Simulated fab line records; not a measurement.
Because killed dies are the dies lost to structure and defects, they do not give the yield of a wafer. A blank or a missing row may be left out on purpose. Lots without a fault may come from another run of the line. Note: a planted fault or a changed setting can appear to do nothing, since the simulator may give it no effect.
Which tool did it? / flow sky130 / 6 lots with 18 wafers sampled at 2 steps, on a route of 708 steps

## WHAT THE GAUGES READ, wafer by wafer
SKY_LDD_P_TW_MEAS_11.
lot=L631; measured=day 19 10:04; on=film_metro-01; LDD_P_TW=632 633 632
lot=L633; measured=day 20 06:25; on=film_metro-01; LDD_P_TW=629 629 627
lot=L635; measured=day 21 11:13; on=film_metro-02; LDD_P_TW=633 631 635
lot=L637; measured=day 21 21:14; on=film_metro-01; LDD_P_TW=633 633 633
lot=L641; measured=day 23 12:12; on=film_metro-03; LDD_P_TW=1050 1056 1055
lot=L643; measured=day 24 02:13; on=film_metro-01; LDD_P_TW=1047 1048 1050

## EACH LOT AND THE TOOL THAT RAN IT (in order: tool; ch and the chambers of the sampled wafers; start)
lot=L631; SKY_LDD_P_IMPLANT_09=implanter-01 ch 0, day 19 09:49
lot=L633; SKY_LDD_P_IMPLANT_09=implanter-03 ch 0, day 20 06:10
lot=L635; SKY_LDD_P_IMPLANT_09=implanter-04 ch 0, day 21 10:59
lot=L637; SKY_LDD_P_IMPLANT_09=implanter-04 ch 0, day 21 20:59
lot=L641; SKY_LDD_P_IMPLANT_09=implanter-01 ch 0, day 23 11:58
lot=L643; SKY_LDD_P_IMPLANT_09=implanter-03 ch 0, day 24 01:58
- SKY_LDD_P_IMPLANT_09

## THE ANSWER, worked out from the rows above alone
Rule: what is usual is taken from the lots themselves. Put in order of their means at a reading, lots are off if they are a third of the lots or fewer, leave a main group of 4 or more, and stand apart from it by a gap of 3 or more times the standard deviation of the main group's means; of several such gaps the widest counts. A main group whose means are all the same, to the digits that the tables above print for the reading, isn't used. Also off: a lot with no number at a reading for which 4 or more lots have one. Where the step has rows for the other lots, those lots are counted as sound.
Off: at SKY_LDD_P_TW_MEAS_11 (LDD_P_TW), L641, L643. Mean 632 and standard deviation 1.9 in the main group.
A tool fits if, at a process step before that reading, it ran every lot that is off, and no sound lot after the first of them. Gauges at SKY_LDD_P_TW_MEAS_11: tried the same way as those tools. Not one of the candidates tried fits.

## WHAT HAD BEEN PUT IN BY THE SIMULATOR
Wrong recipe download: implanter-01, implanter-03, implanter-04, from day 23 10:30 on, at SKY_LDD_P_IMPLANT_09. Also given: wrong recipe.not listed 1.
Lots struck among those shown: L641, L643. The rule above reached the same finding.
